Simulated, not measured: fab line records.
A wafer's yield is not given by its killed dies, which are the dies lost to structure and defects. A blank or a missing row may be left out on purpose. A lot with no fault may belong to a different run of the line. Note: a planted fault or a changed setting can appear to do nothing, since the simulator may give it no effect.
Which tool is to blame? | flow gf180mcu | 12 lots, 36 wafers sampled, at 5 steps of a route of 602

== WHAT THE GAUGES SHOWED, per wafer ==
GF_M4_RS_MEAS_05: the measuring method here is four-point-probe. Usual: M4_ALCU_RS 0.0689 ohm/sq, standard deviation 0.00088.
lot  | measured     | on           | M4_ALCU_RS (ohm/sq)  | flag
L346 | day 22 12:25 | filmMetro-04 | 0.0696 0.0696 0.0695 | 
L349 | day 23 17:25 | filmMetro-03 | 0.0677 0.0678 0.0689 | 
L350 | day 23 23:16 | filmMetro-04 | 0.0687 0.0683 0.0693 | 
L351 | day 24 02:42 | filmMetro-02 | 0.0670 0.0680 0.0671 | 
L354 | day 25 05:33 | filmMetro-02 | 0.0682 0.0690 0.0687 | 
L355 | day 25 14:36 | filmMetro-04 | 0.0686 0.0685 0.0690 | 
L356 | day 26 04:31 | filmMetro-02 | 0.0687 0.0683 0.0693 | 
L358 | day 26 17:14 | filmMetro-02 | 0.0688 0.0690 0.0683 | 
L362 | day 28 00:08 | filmMetro-04 | 0.0691 0.0694 0.0691 | 
L363 | day 28 19:35 | filmMetro-03 | 0.0681 0.0671 0.0676 | 
L366 | day 29 05:15 | filmMetro-02 | 0.0692 0.0685 0.0689 | 
L368 | day 29 22:11 | filmMetro-02 | 0.0695 0.0688 0.0694 | 

GF_MIM_THK_MEAS_06. Usual: MIM_CVD_05_THK 42.1 nm, standard deviation 0.67.
lot  | measured     | on           | MIM_CVD_05_THK (nm) | flag
L346 | day 24 12:43 | filmMetro-04 | 41.6 41.5 42.3      | 
L349 | day 25 15:13 | filmMetro-02 | 41.0 42.3 41.6      | 
L350 | day 25 21:05 | filmMetro-02 | 41.5 41.7 42.8      | 
L351 | day 26 00:40 | filmMetro-02 | 41.1 41.7 43.1      | 
L354 | day 27 03:16 | filmMetro-04 | 42.1 42.3 42.3      | 
L355 | day 27 11:54 | filmMetro-04 | 41.5 40.9 40.9      | 
L356 | day 27 23:13 | filmMetro-02 | 43.2 41.6 43.2      | 
L358 | day 28 12:49 | filmMetro-04 | 43.1 42.7 43.2      | 
L362 | day 29 17:18 | filmMetro-04 | 41.4 42.0 42.3      | 
L363 | day 30 11:58 | filmMetro-02 | 41.7 41.3 41.4      | 
L366 | day 30 21:20 | filmMetro-04 | 40.6 42.1 43.0      | 
L368 | day 31 13:13 | filmMetro-02 | 41.8 42.8 42.9      | 

== TOOL THAT RAN EACH LOT (tool first, then ch and the chambers of the sampled wafers, then the start) ==
lot  | GF_V3_SPUTTER_22            | GF_V4_COAT_09                    | GF_V4_STRIP_18
L346 | pvdSputter-04, day 22 11:34 | lithoTrack-01 ch 0, day 23 23:00 | plasmaAsher-03 ch 0,1, day 24 11:14
L349 | pvdSputter-03, day 23 16:34 | lithoTrack-01 ch 0, day 25 03:00 | plasmaAsher-03 ch 0,1, day 25 13:44
L350 | pvdSputter-04, day 23 22:25 | lithoTrack-04 ch 0, day 25 08:00 | plasmaAsher-03 ch 0, day 25 19:37
L351 | pvdSputter-04, day 24 01:50 | lithoTrack-01 ch 0, day 25 11:00 | plasmaAsher-04 ch 0, day 25 23:08
L354 | pvdSputter-03, day 25 04:39 | lithoTrack-03 ch 0, day 26 14:00 | plasmaAsher-03 ch 0, day 27 01:47
L355 | pvdSputter-04, day 25 13:44 | lithoTrack-03 ch 0, day 26 23:00 | plasmaAsher-02 ch 0,1, day 27 10:25
L356 | pvdSputter-03, day 26 03:37 | lithoTrack-04 ch 0, day 27 11:00 | plasmaAsher-02 ch 0,1, day 27 21:43
L358 | pvdSputter-04, day 26 16:20 | lithoTrack-03 ch 0, day 28 00:00 | plasmaAsher-04 ch 0,1, day 28 11:17
L362 | pvdSputter-01, day 27 23:16 | lithoTrack-04 ch 0, day 29 05:00 | plasmaAsher-03 ch 0,1, day 29 15:49
L363 | pvdSputter-01, day 28 18:44 | lithoTrack-03 ch 0, day 30 00:00 | plasmaAsher-03 ch 0,1, day 30 10:29
L366 | pvdSputter-04, day 29 04:22 | lithoTrack-04 ch 0, day 30 10:00 | plasmaAsher-04 ch 0,1, day 30 19:52
L368 | pvdSputter-03, day 29 21:19 | lithoTrack-01 ch 0, day 31 02:00 | plasmaAsher-03 ch 0, day 31 11:44
- GF_V3_SPUTTER_22: material TiN, target thk 10 nm, time 40 s.
- GF_V4_COAT_09: resist thk 1000 nm.
- GF_V4_STRIP_18: strips in O2/N2.

== AS READ BY THE TOOLS THEMSELVES (means over the sampled wafers that have a number; for cases with no such wafer, the mark the record gives instead) ==
GF_V3_SPUTTER_22. Usual: 30.5 % for throttleValvePct, sd 1.4.
lot  | tool          | throttleValvePct (%) | flag
L346 | pvdSputter-04 | 30.0                 | 
L349 | pvdSputter-03 | 29.9                 | 
L350 | pvdSputter-04 | 30.8                 | 
L351 | pvdSputter-04 | 31.4                 | 
L354 | pvdSputter-03 | 28.9                 | 
L355 | pvdSputter-04 | 30.8                 | 
L356 | pvdSputter-03 | 29.4                 | 
L358 | pvdSputter-04 | 32.3                 | 
L362 | pvdSputter-01 | 30.5                 | 
L363 | pvdSputter-01 | 30.1                 | 
L366 | pvdSputter-04 | 31.3                 | 
L368 | pvdSputter-03 | 29.1                 | 

GF_V4_COAT_09. Usual: 22.96 C for resistLineTempC, sd 0.099.
lot  | tool          | resistLineTempC (C) | flag
L346 | lithoTrack-01 | 22.94               | 
L349 | lithoTrack-01 | 22.92               | 
L350 | lithoTrack-04 | 22.97               | 
L351 | lithoTrack-01 | 22.98               | 
L354 | lithoTrack-03 | 23.14               | 
L355 | lithoTrack-03 | 22.97               | 
L356 | lithoTrack-04 | 22.98               | 
L358 | lithoTrack-03 | 22.89               | 
L362 | lithoTrack-04 | 23.09               | 
L363 | lithoTrack-03 | 22.91               | 
L366 | lithoTrack-04 | 23.06               | 
L368 | lithoTrack-01 | 23.02               | 

GF_V4_STRIP_18. Usual: drypumpMotorCurrentA 6.2 A, standard deviation 0.3; heaterPowerW 334 W, standard deviation 26; oesProductAu 0.593 a.u., standard deviation 0.005.
lot  | tool           | drypumpMotorCurrentA (A) | heaterPowerW (W) | oesProductAu (a.u.) | flag
L346 | plasmaAsher-03 | 5.9                      | 351              | 0.593               | 
L349 | plasmaAsher-03 | 5.9                      | 339              | 0.594               | 
L350 | plasmaAsher-03 | 5.9                      | 326              | 0.590               | 
L351 | plasmaAsher-04 | 6.7                      | 335              | 0.594               | 
L354 | plasmaAsher-03 | 6.0                      | 319              | 0.593               | 
L355 | plasmaAsher-02 | 6.4                      | 335              | 0.593               | 
L356 | plasmaAsher-02 | 6.5                      | 333              | 0.594               | 
L358 | plasmaAsher-04 | 6.4                      | 301              | 0.592               | 
L362 | plasmaAsher-03 | 5.8                      | 354              | 0.592               | 
L363 | plasmaAsher-03 | 5.8                      | 355              | 0.611               | OFF
L366 | plasmaAsher-04 | 6.5                      | 323              | 0.595               | 
L368 | plasmaAsher-03 | 6.0                      | 321              | 0.598               | 

== THE ANSWER, worked out from the rows above alone ==
Rule: lot off if the mean of its wafers having a number is beyond 3 standard deviations from the usual mean. A lot without any number at a reading at which 4 lots or more have one is off too. Any other lot the step has rows for is counted as sound. The gauges are gone through in route order, then the tools' own readings, and for those a lot's mean is taken as printed above. The first step at which some lot is off is used, and at that step the reading that is off furthest; a lot without a number counts as furthest.
Off at GF_V4_STRIP_18 (oesProductAu): L363.
If a tool, at that step or one of the process steps before it, ran each lot that is off and ran no sound lot following the first of them, it fits. 2 tools fit, pvdSputter-01 at GF_V3_SPUTTER_22 and lithoTrack-03 at GF_V4_COAT_09, so this cannot tell which one it is.

== WHAT THE SIMULATOR HAD PUT IN ==
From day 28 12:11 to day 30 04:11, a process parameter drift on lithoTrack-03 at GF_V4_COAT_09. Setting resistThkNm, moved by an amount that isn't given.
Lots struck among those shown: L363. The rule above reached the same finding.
